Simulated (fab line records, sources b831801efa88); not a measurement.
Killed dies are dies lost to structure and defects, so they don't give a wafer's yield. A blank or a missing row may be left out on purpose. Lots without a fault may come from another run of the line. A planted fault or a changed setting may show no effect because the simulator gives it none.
fab line records | flow gf180mcu
record lots=11 wafers=33 last_day=34
route steps=602 shown V1@359 V2@404 M3@411
lots that met no fault: from a run of the same line without faults
start_h: hours from the record's first day to the start of the lot's first wafer shown | wait_h: hours since the lot's step before | " the same as in the row above | L1.1+2: a row that stands for several wafers | - no value, or no start given | * or withheld: withheld | < > ~ a bound
route shown NAME@n: a module of which the file shows steps, and the number in the route of the first | usual: mean/standard deviation of fault-free wafers | same: alike in all rows | chamber/n: place in a boat | sites: the reading at each site | _std_site: their standard deviation | _edge_site: outer sites' mean less inner sites' | radius_mm: how far each site lies from the wafer's centre | mask NAME#n: copy n | behind: the tool/chamber that last shaped the wafer | hold: why the lot was held/for how many hours/how that ended | device: the transistor (n, p or np) that didn't switch | end of line: the same wafers' tests at the end of the route | a step without rows: its recipe alone | killed: dies lost to structure and defects at the first sort, not the wafer's yield | map: a wafer's dies, x killed, . not, _ none there
set.NAME: the setting as run; set.NAME@STEP: as run at that earlier step | model.NAME: the simulator's own value behind a step, which no gauge read
steps of the route over a sample of lots; a table a step, a row a wafer
services: from which hour (start_h, from the record's first day; less than 0 if before it) a tool's chamber was out of use, for how many hours, and why
## steps
# step GF_V1_RS_MEAS_24
# recipe thk_meas_gauge=four-point-probe reads=W_of_V1_CVD_23+TiN_of_V1_SPUTTER_22+Ti_of_V1_SPUTTER_21
# usual V1_W_RS=0.329/0.0038
# columns lot.wafer tool chamber start_h wait_h V1_W_RS[ohm/sq]
L159.2 film_metro-01 - 454.28 0.1 0.323
L159.3 " - " " 0.327
L159.4 " - " " 0.325
L161.1 film_metro-02 - 473.16 0.1 0.323
L161.3 " - " " 0.335
L161.4 " - " " 0.323
L160.1 film_metro-01 - 475.81 0.1 0.326
L160.2 " - " " 0.327
L160.3 " - " " 0.327
L163.1 film_metro-01 - 493.43 0.1 0.327
L163.3 " - " " 0.326
L163.5 " - " " 0.327
L165.3 film_metro-01 - 512.67 0.1 0.322
L165.5 " - " " 0.333
L165.6 " - " " 0.324
L166.1 film_metro-02 - 520.44 0.1 0.325
L166.4 " - " " 0.326
L166.5 " - " " 0.334
L168.1 film_metro-02 - 533.51 0.1 0.334
L168.4 " - " " 0.330
L168.6 " - " " 0.331
L169.1 film_metro-03 - 543.41 0.1 0.333
L169.3 " - " " 0.324
L169.5 " - " " 0.334
L175.1 film_metro-01 - 587.60 0.2 0.321
L175.2 " - " " 0.323
L175.4 " - " " 0.327
L176.2 film_metro-01 - 595.39 0.1 0.332
L176.5 " - " " 0.336
L176.6 " - " " 0.337
L177.1 film_metro-03 - 610.99 0.1 0.329
L177.2 " - " " 0.329
L177.3 " - " " 0.331
# step GF_V2_SPUTTER_22
# recipe material=TiN target_thk_nm=10 chamber_pressure_pa=5 power_w=4000 time_s=40
# usual throttle_valve_pct=29.7/1.4
# columns lot.wafer tool chamber start_h wait_h throttle_valve_pct
L159.2 pvd_sputter-02 - 505.45 0.0 30.3
L159.3 " - " " 28.4
L159.4 " - " " 31.0
L161.1 pvd_sputter-01 - 523.15 0.0 27.7
L161.3 " - " " 31.9
L161.4 " - " " 28.7
L160.1 pvd_sputter-01 - 525.92 0.0 27.8
L160.2 " - " " 29.2
L160.3 " - " " 28.9
L163.1 pvd_sputter-01 - 542.30 0.0 29.2
L163.3 " - " " 32.0
L163.5 " - " " 28.7
L165.3 pvd_sputter-02 - 560.05 0.0 28.9
L165.5 " - " " 30.3
L165.6 " - " " 30.9
L166.1 pvd_sputter-01 - 568.67 0.0 28.6
L166.4 " - " " 31.8
L166.5 " - " " 28.7
L168.1 pvd_sputter-02 - 580.28 0.0 30.8
L168.4 " - " " 30.4
L168.6 " - " " 31.2
L169.1 pvd_sputter-02 - 590.20 0.0 30.2
L169.3 " - " " 28.6
L169.5 " - " " 28.9
L175.1 pvd_sputter-03 - 631.76 0.0 30.1
L175.2 " - " " 32.0
L175.4 " - " " 29.7
L176.2 pvd_sputter-01 - 639.56 0.0 28.7
L176.5 " - " " 32.2
L176.6 " - " " 29.5
L177.1 pvd_sputter-01 - 654.10 0.0 29.1
L177.2 " - " " 32.0
L177.3 " - " " 29.3
# step GF_V2_CVD_23
# recipe material=W target_thk_nm=350 time_s=104.94 temp_c=400 pressure_torr=40
# usual chamber_pressure_Torr=40.00/0.093 heater_power_w=858/110
# columns lot.wafer tool chamber start_h wait_h chamber_pressure_Torr heater_power_w
L159.2 cvd_w-01 1 505.49 0.0 40.05 813
L159.3 " 1 " " 40.12 803
L159.4 " 0 " " 39.94 849
L161.1 cvd_w-02 1 523.19 0.0 39.89 1042
L161.3 " 1 " " 40.03 1005
L161.4 " 0 " " 39.90 715
L160.1 cvd_w-02 1 525.96 0.0 40.19 1020
L160.2 " 0 " " 40.06 707
L160.3 " 0 " " 40.09 720
L163.1 cvd_w-01 0 542.34 0.0 39.88 883
L163.3 " 0 " " 40.00 874
L163.5 " 0 " " 39.92 864
L165.3 cvd_w-02 0 560.12 0.1 40.02 725
L165.5 " 1 " " 39.87 997
L165.6 " 0 " " 39.89 718
L166.1 cvd_w-02 0 568.71 0.0 39.86 712
L166.4 " 0 " " 39.80 719
L166.5 " 0 " " 39.98 705
L168.1 cvd_w-02 1 580.32 0.0 40.15 1019
L168.4 " 1 " " 39.98 1018
L168.6 " 1 " " 40.02 1009
L169.1 cvd_w-02 1 590.24 0.0 40.01 1027
L169.3 " 1 " " 39.96 1025
L169.5 " 1 " " 40.13 1005
L175.1 cvd_w-01 0 631.80 0.0 39.98 869
L175.2 " 1 " " 39.86 808
L175.4 " 1 " " 39.96 813
L176.2 cvd_w-01 1 639.60 0.0 39.95 818
L176.5 " 0 " " 39.81 847
L176.6 " 1 " " 40.04 830
L177.1 cvd_w-01 1 654.14 0.0 39.93 789
L177.2 " 0 " " 39.99 859
L177.3 " 0 " " 39.87 861
# step GF_V2_RS_MEAS_24
# recipe thk_meas_gauge=four-point-probe reads=W_of_V2_CVD_23+TiN_of_V2_SPUTTER_22+Ti_of_V2_SPUTTER_21
# usual V2_W_RS=0.330/0.0033
# columns lot.wafer tool chamber start_h wait_h V2_W_RS[ohm/sq]
L159.2 film_metro-02 - 505.63 0.1 0.332
L159.3 " - " " 0.327
L159.4 " - " " 0.329
L161.1 film_metro-02 - 523.30 0.1 0.324
L161.3 " - " " 0.323
L161.4 " - " " 0.327
L160.1 film_metro-02 - 526.07 0.1 0.330
L160.2 " - " " 0.333
L160.3 " - " " 0.334
L163.1 film_metro-03 - 542.56 0.2 0.333
L163.3 " - " " 0.329
L163.5 " - " " 0.331
L165.3 film_metro-02 - 560.24 0.1 0.337
L165.5 " - " " 0.328
L165.6 " - " " 0.335
L166.1 film_metro-03 - 568.82 0.1 0.336
L166.4 " - " " 0.334
L166.5 " - " " 0.337
L168.1 film_metro-02 - 580.43 0.1 0.174
L168.4 " - " " 0.173
L168.6 " - " " 0.173
L169.1 film_metro-04 - 590.46 0.2 0.174
L169.3 " - " " 0.175
L169.5 " - " " 0.175
L175.1 film_metro-03 - 631.91 0.1 0.324
L175.2 " - " " 0.331
L175.4 " - " " 0.329
L176.2 film_metro-03 - 639.73 0.1 0.326
L176.5 " - " " 0.321
L176.6 " - " " 0.329
L177.1 film_metro-04 - 654.25 0.1 0.334
L177.2 " - " " 0.330
L177.3 " - " " 0.329
# step GF_V2_THK_MEAS_25
# recipe thk_meas_gauge=xrf reads=W_of_V2_CVD_23
# usual V2_W_THK=353/4.1
# columns lot.wafer tool chamber start_h wait_h V2_W_THK[nm]
L159.2 film_metro-02 - 505.74 0.1 350
L159.3 " - " " 354
L159.4 " - " " 351
L161.1 film_metro-02 - 523.42 0.1 357
L161.3 " - " " 360
L161.4 " - " " 355
L160.1 film_metro-02 - 526.19 0.1 354
L160.2 " - " " 350
L160.3 " - " " 349
L163.1 film_metro-03 - 542.68 0.1 351
L163.3 " - " " 354
L163.5 " - " " 351
L165.3 film_metro-02 - 560.34 0.1 344
L165.5 " - " " 352
L165.6 " - " " 346
L166.1 film_metro-03 - 568.94 0.1 349
L166.4 " - " " 351
L166.5 " - " " 348
L168.1 film_metro-02 - 580.55 0.1 -
L168.4 " - " " -
L168.6 " - " " -
L169.1 film_metro-04 - 590.58 0.1 -
L169.3 " - " " -
L169.5 " - " " -
L175.1 film_metro-03 - 632.03 0.1 361
L175.2 " - " " 355
L175.4 " - " " 352
L176.2 film_metro-03 - 639.84 0.1 357
L176.5 " - " " 363
L176.6 " - " " 356
L177.1 film_metro-04 - 654.37 0.1 351
L177.2 " - " " 355
L177.3 " - " " 354
# step GF_V2_CMP_26
# recipe stop_on=SiO2 down_force_psi=3.5 platen_rpm=60 t_overpolish_s=15 target_thk_nm=0 pad_velocity_m_s=0.94248
# usual head_pressure_psi=3.499/0.0079 motor_current_A=11.7/0.9 slurry_filter_dp_kPa=13.52/0.12 time_to_endpoint_s=83/3.5
# columns lot.wafer tool chamber start_h wait_h head_pressure_psi motor_current_A slurry_filter_dp_kPa time_to_endpoint_s
L159.3 cmp-01 2 505.79 0.0 3.483 13.3 13.36 83
L159.4 " 3 " " 3.506 11.7 13.76 83
L159.2 " 1 " " 3.504 12.6 13.39 78
L161.1 cmp-01 1 523.48 0.1 3.496 12.8 13.58 80
L161.4 " 2 " " 3.492 12.6 13.65 84
L161.3 " 3 " " 3.508 12.5 13.58 87
L160.3 cmp-01 1 526.30 0.1 3.491 12.8 13.43 80
L160.1 " 2 " " 3.500 12.9 13.63 85
L160.2 " 3 " " 3.494 12.1 13.62 87
L163.3 cmp-02 2 542.74 0.0 3.511 11.9 13.43 83
L163.1 " 0 " " 3.493 10.7 13.52 81
L163.5 " 2 " " 3.503 11.8 13.51 85
L165.3 cmp-01 0 560.53 0.2 3.500 11.4 13.35 83
L165.5 " 1 " " 3.481 12.4 13.37 81
L165.6 " 2 " " 3.496 12.7 13.61 85
L166.4 cmp-01 2 569.00 0.0 3.488 13.0 13.31 87
L166.1 " 1 " " 3.507 13.1 13.50 81
L166.5 " 2 " " 3.504 13.0 13.47 83
L168.1 cmp-02 0 580.61 0.1 3.500 10.5 13.66 155
L168.4 " 3 " " 3.495 10.5 13.45 154
L168.6 " 1 " " 3.502 10.9 13.55 159
L169.1 cmp-02 1 590.69 0.1 3.502 10.4 13.55 169
L169.3 " 3 " " 3.508 10.4 13.37 157
L169.5 " 0 " " 3.491 10.6 13.44 152
L175.2 cmp-02 0 632.09 0.0 3.500 11.3 13.89 82
L175.1 " 1 " " 3.491 10.9 13.38 91
L175.4 " 3 " " 3.497 10.7 13.61 88
L176.2 cmp-01 1 639.89 0.0 3.500 12.5 13.52 86
L176.6 " 1 " " 3.504 12.5 13.73 83
L176.5 " 2 " " 3.511 12.6 13.56 87
L177.1 cmp-02 0 654.43 0.1 3.507 11.0 13.58 80
L177.3 " 1 " " 3.513 10.1 13.69 85
L177.2 " 3 " " 3.515 11.1 13.55 82
# step GF_M3_SPUTTER_02
# recipe material=AlCu target_thk_nm=450 power_w=10600 time_s=23.9 chamber_pressure_pa=0.4
# usual throttle_valve_pct=30.0/1.2
# columns lot.wafer tool chamber start_h wait_h throttle_valve_pct
L159.2 pvd_sputter-04 - 506.22 0.0 31.4
L159.3 " - " " 29.0
L159.4 " - " " 29.6
L161.1 pvd_sputter-02 - 523.91 0.0 30.7
L161.3 " - " " 29.1
L161.4 " - " " 28.6
L160.1 pvd_sputter-04 - 526.69 0.0 29.2
L160.2 " - " " 31.4
L160.3 " - " " 29.4
L163.1 pvd_sputter-04 - 543.17 0.0 29.4
L163.3 " - " " 30.9
L163.5 " - " " 30.9
L165.3 pvd_sputter-01 - 560.81 0.0 27.6
L165.5 " - " " 29.4
L165.6 " - " " 32.1
L166.1 pvd_sputter-01 - 569.44 0.0 28.9
L166.4 " - " " 27.7
L166.5 " - " " 27.8
L168.1 pvd_sputter-04 - 581.04 0.0 31.7
L168.4 " - " " 29.2
L168.6 " - " " 29.4
L169.1 pvd_sputter-01 - 591.07 0.0 29.1
L169.3 " - " " 27.7
L169.5 " - " " 27.8
L175.1 pvd_sputter-02 - 632.65 0.0 30.0
L175.2 " - " " 28.6
L175.4 " - " " 31.0
L176.2 pvd_sputter-04 - 640.32 0.0 31.5
L176.5 " - " " 31.7
L176.6 " - " " 30.8
L177.1 pvd_sputter-04 - 654.86 0.0 29.0
L177.2 " - " " 31.6
L177.3 " - " " 30.8
## services
# columns tool chamber start_h hours kind
cvd_w-01 1 509.30 14.5 repair
cmp-02 - 532.90 1.5 repair
cvd_w-01 1 533.75 10.2 repair
pvd_sputter-04 1 548.36 - consumable_replace:kit
pvd_sputter-04 1 548.36 18.0 scheduled_down
pvd_sputter-04 1 548.36 18.0 vent_cycle
cmp-02 - 562.72 1.0 repair
pvd_sputter-04 - 563.51 2.9 repair
pvd_sputter-02 3 567.57 - consumable_replace:kit
pvd_sputter-02 3 567.57 18.0 scheduled_down
pvd_sputter-02 3 567.57 18.0 vent_cycle
cmp-01 - 572.28 4.0 pm
cmp-01 - 576.28 - consumable_replace:conditioner
cvd_w-02 0 582.34 10.3 repair
cmp-01 - 586.77 9.0 pm
cvd_w-01 1 590.53 2.9 repair
pvd_sputter-01 2 591.16 - consumable_replace:kit
pvd_sputter-01 2 591.16 18.0 scheduled_down
pvd_sputter-01 2 591.16 18.0 vent_cycle
pvd_sputter-01 - 598.00 3.4 repair
cmp-02 - 598.70 0.6 repair
cmp-01 - 629.97 0.3 repair
pvd_sputter-02 - 638.82 0.6 repair
cmp-01 - 648.69 7.8 pm
## key
first_sign step=GF_V2_RS_MEAS_24 reading=V2_W_RS direction=down sigmas=47 usual=0.330 struck=0.174
effect step=GF_V2_THK_MEAS_25 reading=V2_W_THK direction=missing
effect step=GF_V2_CMP_26 reading=time_to_endpoint_s direction=up sigmas=22 usual=* struck=*
met_at GF_V2_CVD_23
struck_lots L168,L169
not_acting_at GF_V1_RS_MEAS_24,GF_V2_SPUTTER_22,GF_M3_SPUTTER_02
onset_between 568.71 580.32
fault kind=process_parameter_drift tool=cvd_w-02 chamber=- onset_h=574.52 steps=GF_V2_CVD_23 channel=target_thk_nm offset=304.59 shape=step end_h=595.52 acts_in=these_recipes_only stated=350
